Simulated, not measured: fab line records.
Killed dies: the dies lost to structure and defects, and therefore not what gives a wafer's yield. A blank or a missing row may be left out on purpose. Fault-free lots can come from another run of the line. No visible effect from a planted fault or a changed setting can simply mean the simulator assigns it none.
What tool caused it? ; flow sky130 ; 11 lots with 33 wafers sampled at 5 steps, on a route of 708 steps

WHAT EACH GAUGE READ, for each wafer
Not one reading of a measure or inspect step in the record can be checked against a usual standard deviation.

WHAT TOOL EACH LOT RAN ON (gives the tool, then ch and the chambers of the sampled wafers, and finally the start)
lot;SKY_METAL4_ETCH_16;SKY_METAL5_SPUTTER_01;SKY_METAL5_SPUTTER_03;SKY_METAL5_DESCUM_14;SKY_PAD_OPEN_PROBE_99
L778;rie metal-03 ch 0,1, day 41 00:06;pvd sputter-04, day 42 02:23;pvd sputter-04, day 42 02:28;rie metal-01 ch 1, day 43 01:13;prober-01, day 45 00:40
L779;rie metal-03 ch 0,1, day 41 10:55;pvd sputter-04, day 42 12:44;pvd sputter-04, day 42 12:49;rie metal-02 ch 1, day 43 11:04;prober-02, day 45 10:32
L781;rie metal-01 ch 0,1, day 42 05:01;pvd sputter-02, day 43 07:28;pvd sputter-02, day 43 07:32;rie metal-02 ch 0,1, day 44 05:31;prober-02, day 46 03:23
L783;rie metal-01 ch 0,1, day 43 09:11;pvd sputter-01, day 44 10:08;pvd sputter-01, day 44 10:12;rie metal-01 ch 0,1, day 45 07:28;prober-02, day 47 03:04
L785;rie metal-03 ch 0,1, day 43 19:28;pvd sputter-02, day 44 20:08;pvd sputter-02, day 44 20:12;rie metal-01 ch 0,1, day 45 16:59;prober-02, day 47 13:23
L788;rie metal-01 ch 0,1, day 44 09:46;pvd sputter-04, day 45 10:26;pvd sputter-04, day 45 10:31;rie metal-01 ch 0,1, day 46 07:01;prober-02, day 48 03:07
L790;rie metal-04 ch 0,1, day 44 22:11;pvd sputter-01, day 45 21:38;pvd sputter-01, day 45 21:43;rie metal-04 ch 0,1, day 46 18:49;prober-01, day 48 13:15
L797;rie metal-01 ch 0,1, day 46 18:56;pvd sputter-01, day 47 18:31;pvd sputter-01, day 47 18:36;rie metal-01 ch 0,1, day 48 13:56;prober-02, day 50 03:34
L798;rie metal-01 ch 0,1, day 47 09:38;pvd sputter-01, day 48 08:08;pvd sputter-01, day 48 08:13;rie metal-01 ch 0,1, day 49 01:43;prober-01, day 50 14:10
L800;rie metal-03 ch 0,1, day 47 22:04;pvd sputter-04, day 48 19:38;pvd sputter-04, day 48 19:43;rie metal-02 ch 1, day 49 12:55;prober-02, day 50 23:51
L801;rie metal-04 ch 0,1, day 48 03:07;pvd sputter-02, day 49 00:08;pvd sputter-02, day 49 00:13;rie metal-01 ch 0,1, day 49 17:28;prober-02, day 51 04:23
- SKY_METAL4_ETCH_16: etches BARC in N2/H2, stops on SiO2, time 88.2 s, target depth 60 nm.
- SKY_METAL5_SPUTTER_01: material TiN, target thk 20 nm, time 16.7 s.
- SKY_METAL5_SPUTTER_03: material Ti, target thk 5 nm, time 3.3 s.
- SKY_METAL5_DESCUM_14: chemistry O2, time 11 s.
- SKY_PAD_OPEN_PROBE_99

WHAT THE TOOLS THEMSELVES READ (means of the sampled wafers that have a number; where no wafer has one, the mark that the record gives instead)
SKY_METAL4_ETCH_16. Usual: chamber pressure mTorr 30.00 mTorr, standard deviation 0.036; drypump motor current A 5.90 A, standard deviation 0.26; oes product au 0.626 a.u., standard deviation 0.0049; throttle valve pct 13.205 %, standard deviation 0.009.
lot;tool;chamber pressure mTorr (mTorr);drypump motor current A (A);oes product au (a.u.);throttle valve pct (%);flag
L778;rie metal-03;30.00;6.10;0.625;13.199;
L779;rie metal-03;30.01;5.90;0.624;13.202;
L781;rie metal-01;29.98;5.84;0.622;13.200;
L783;rie metal-01;30.01;5.85;0.627;13.204;
L785;rie metal-03;29.96;6.08;0.627;13.208;
L788;rie metal-01;30.00;5.85;0.628;13.203;
L790;rie metal-04;30.00;5.72;0.624;13.203;
L797;rie metal-01;30.00;5.85;0.627;13.200;
L798;rie metal-01;30.00;5.85;0.626;13.197;
L800;rie metal-03;30.09;6.11;0.622;13.211;
L801;rie metal-04;30.00;6.00;0.630;13.202;

SKY_METAL5_SPUTTER_01. Usual: cathode dc power W 6500.0 W, standard deviation 1.1; chamber pressure pa 0.4000 Pa, standard deviation 0.00087; throttle valve pct 30.1 %, standard deviation 1.2.
lot;tool;cathode dc power W (W);chamber pressure pa (Pa);throttle valve pct (%);flag
L778;pvd sputter-04;6499.1;0.4000;31.3;
L779;pvd sputter-04;6501.0;0.3996;31.3;
L781;pvd sputter-02;6499.6;0.4006;29.0;
L783;pvd sputter-01;6500.1;0.3993;30.2;
L785;pvd sputter-02;6498.8;0.4009;29.3;
L788;pvd sputter-04;6500.0;0.3990;31.2;
L790;pvd sputter-01;6499.6;0.3998;30.3;
L797;pvd sputter-01;6500.4;0.4193;29.4;OFF
L798;pvd sputter-01;6500.0;0.4196;29.5;OFF
L800;pvd sputter-04;6500.1;0.4003;30.7;
L801;pvd sputter-02;6499.1;0.4000;29.7;

SKY_METAL5_SPUTTER_03. Usual: cathode dc power W 2999.9 W, standard deviation 0.54; chamber pressure pa 0.3999 Pa, standard deviation 0.00079; throttle valve pct 30.1 %, standard deviation 1.2.
lot;tool;cathode dc power W (W);chamber pressure pa (Pa);throttle valve pct (%);flag
L778;pvd sputter-04;3000.2;0.4003;31.2;
L779;pvd sputter-04;2999.9;0.3993;31.3;
L781;pvd sputter-02;3000.3;0.4004;28.9;
L783;pvd sputter-01;3000.1;0.3997;30.4;
L785;pvd sputter-02;3000.3;0.4002;29.5;
L788;pvd sputter-04;2999.8;0.4004;31.2;
L790;pvd sputter-01;2999.4;0.3998;30.5;
L797;pvd sputter-01;2999.6;0.4000;30.2;
L798;pvd sputter-01;2999.7;0.4001;30.2;
L800;pvd sputter-04;2999.3;0.3996;30.9;
L801;pvd sputter-02;3000.0;0.4005;29.6;

SKY_METAL5_DESCUM_14. Usual: chamber pressure mTorr 10.000 mTorr, standard deviation 0.0088; drypump motor current A 5.7 A, standard deviation 0.34; oes product au 0.995 a.u., standard deviation 0.0082.
lot;tool;chamber pressure mTorr (mTorr);drypump motor current A (A);oes product au (a.u.);flag
L778;rie metal-01;9.998;5.8;0.986;
L779;rie metal-02;10.004;5.8;1.000;
L781;rie metal-02;9.994;5.2;0.998;
L783;rie metal-01;9.993;5.8;0.993;
L785;rie metal-01;10.001;5.9;0.995;
L788;rie metal-01;10.002;5.9;0.994;
L790;rie metal-04;9.998;5.7;1.001;
L797;rie metal-01;10.002;5.8;0.989;
L798;rie metal-01;10.000;5.9;0.987;
L800;rie metal-02;10.002;5.8;1.007;
L801;rie metal-01;10.003;5.8;0.988;

SKY_PAD_OPEN_PROBE_99. Usual: defect limited yield 82.7 %, standard deviation 1.9; killed_at_M0_to_M3 43, standard deviation 6.6; killed_at_M4_up 3.1, standard deviation 1.6; killed at contacts 23, standard deviation 5.6; killed at front end 15, standard deviation 4.2; killed at other 0.2, standard deviation 0.43; killed dies 85, standard deviation 9.3; killed open 46, standard deviation 6.6; killed short 39, standard deviation 6.2; sort_bin_3_pad_short 0.8 %, standard deviation 0.37; sort_bin_5_function 10.2 %, standard deviation 1.5; sort_bin_6_memory 6.2 %, standard deviation 1.1; sort n pass 407, standard deviation 9.3; sort yield pct 82.7 %, standard deviation 1.9.
lot;tool;defect limited yield (%);killed_at_M0_to_M3;killed_at_M4_up;killed at contacts;killed at front end;killed at other;killed dies;killed open;killed short;sort_bin_3_pad_short (%);sort_bin_5_function (%);sort_bin_6_memory (%);sort n pass;sort yield pct (%);flag
L778;prober-01;81.1;44;2.7;29;17;0.3;93;50;43;0.8;11.0;7.1;399;81.1;
L779;prober-02;83.6;46;4.7;18;12;0.0;81;43;38;0.8;9.5;6.0;411;83.6;
L781;prober-02;82.2;47;5.3;24;11;0.7;87;47;41;0.9;11.1;5.8;405;82.2;
L783;prober-02;81.2;46;2.0;25;19;0.0;92;53;39;1.1;11.2;6.5;400;81.2;
L785;prober-02;82.1;44;3.0;24;17;0.0;88;50;38;0.8;10.2;6.8;404;82.1;
L788;prober-02;82.0;51;4.7;21;13;0.0;89;51;37;0.9;11.7;5.4;403;82.0;
L790;prober-01;83.4;37;2.0;26;17;0.3;82;47;35;0.5;10.7;5.4;410;83.4;
L797;prober-02;82.7;45;2.3;22;15;0.0;85;45;40;1.1;10.2;6.0;407;82.7;
L798;prober-01;83.3;41;2.3;23;15;1.0;82;44;38;1.0;9.7;6.0;410;83.3;
L800;prober-02;83.4;39;3.0;26;13;0.7;82;46;36;0.7;10.2;5.7;410;83.4;
L801;prober-02;83.9;44;4.0;19;12;0.0;79;44;35;0.4;9.1;6.6;413;83.9;

THE ANSWER, worked out from the rows above alone
Rule: a lot is off if the mean of its wafers that have a number lies more than 3 standard deviations from the usual mean. A lot without any number at a reading at which 4 lots or more have one is off too. All remaining lots with rows at the step are treated as sound. First the gauges in route order, then the tools' own readings, where a lot's mean is used as printed above. At the first step where some lot is off, the reading lying furthest off is the one used; lots without a number count as furthest.
Off: L797, L798 (SKY_METAL5_SPUTTER_01, chamber pressure pa).
A tool fits if, at that step or a process step before it, it ran every lot that is off, and no sound lot after the first of them. Undecided on this evidence; 2 tools fit (rie metal-01 at SKY_METAL4_ETCH_16, pvd sputter-01 at SKY_METAL5_SPUTTER_01).

WHAT THE SIMULATOR HAD PUT IN
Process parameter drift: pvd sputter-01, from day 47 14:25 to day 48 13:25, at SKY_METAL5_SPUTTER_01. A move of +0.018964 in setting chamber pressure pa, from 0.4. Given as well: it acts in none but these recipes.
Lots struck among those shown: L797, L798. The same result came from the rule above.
